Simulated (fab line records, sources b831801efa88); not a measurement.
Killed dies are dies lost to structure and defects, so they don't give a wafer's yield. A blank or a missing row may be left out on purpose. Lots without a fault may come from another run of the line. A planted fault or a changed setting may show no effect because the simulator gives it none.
One fault seen from 2 desks | flow sky130 | each desk has only its own numbers; what lay behind them comes last

THE TOOL OWNER'S DESK: implanter-03
The tool's own readings at SKY_LDD_HVN_IMPLANT_08: means of the sampled wafers that have a number, for each lot that ran on this tool. A lot is out of limits, marked OUT, if its mean lies more than 4 standard deviations from the usual mean; the brackets give that distance.
Columns: A = beam_on_s at SKY_LDD_HVN_IMPLANT_08, usual 9.99 s; B = faraday_current_uA at SKY_LDD_HVN_IMPLANT_08, usual 169
lot  | first seen here | A                | B
L673 | day 19 21:50    | 10.19            | 166
L676 | day 21 14:26    | 10.10            | 167
L683 | day 24 12:37    | 11.53 (+7.0) OUT | 146 (-6.2) OUT
L685 | day 25 00:14    | 11.34 (+6.1) OUT | 148 (-5.7) OUT
This desk's finding: out of limits on L683, L685; first on L683, day 24 12:37 (beam_on_s at SKY_LDD_HVN_IMPLANT_08). In limits: L673, L676.

THE METROLOGY DESK
What the gauges read, lot by lot, whatever tool the lot ran on: means of the sampled wafers that have a number. A lot is out of limits, marked OUT, if its mean lies more than 4 standard deviations from the usual mean; the brackets give that distance.
Columns: A = LDD_P_OVL at SKY_LDD_P_OVL_MEAS_08, usual 0.3 nm; B = LDD_P_TW at SKY_LDD_P_TW_MEAS_11, usual 630; C = LDD_HVN_OVL at SKY_LDD_HVN_OVL_MEAS_07, usual -1.2 nm
lot  | first seen here | A    | B   | C
L673 | day 18 14:53    | -0.6 | 636 | -1.4
L676 | day 20 07:20    | 0.7  | 628 | 1.5
L683 | day 23 06:57    | 1.8  | 634 | 1.6
L685 | day 23 18:15    | 1.3  | 628 | -0.3
L689 | day 25 07:59    | 0.9  | 637 | -1.8
L696 | day 27 04:35    | -0.3 | 632 | -0.2
This desk's finding: nothing out of limits on any of the 6 lots.

PUT TOGETHER
The tool owner's desk could have raised an alarm at day 24 12:37, on L683, L685.
The metrology desk saw nothing out of limits.
The metrology desk has L683, L685 on record, within its limits.
Of the lots named, all ran SKY_LDD_HVN_IMPLANT_08 on implanter-03.

WHAT THE SIMULATOR HAD PUT IN
Process parameter drift: implanter-03, from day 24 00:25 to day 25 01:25, at SKY_LDD_HVN_IMPLANT_08. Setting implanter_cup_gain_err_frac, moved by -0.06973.
Lots struck among those shown: L683, L685.
Hours from the fault's start to each desk's first reading out of limits: the tool owner's desk, 12.
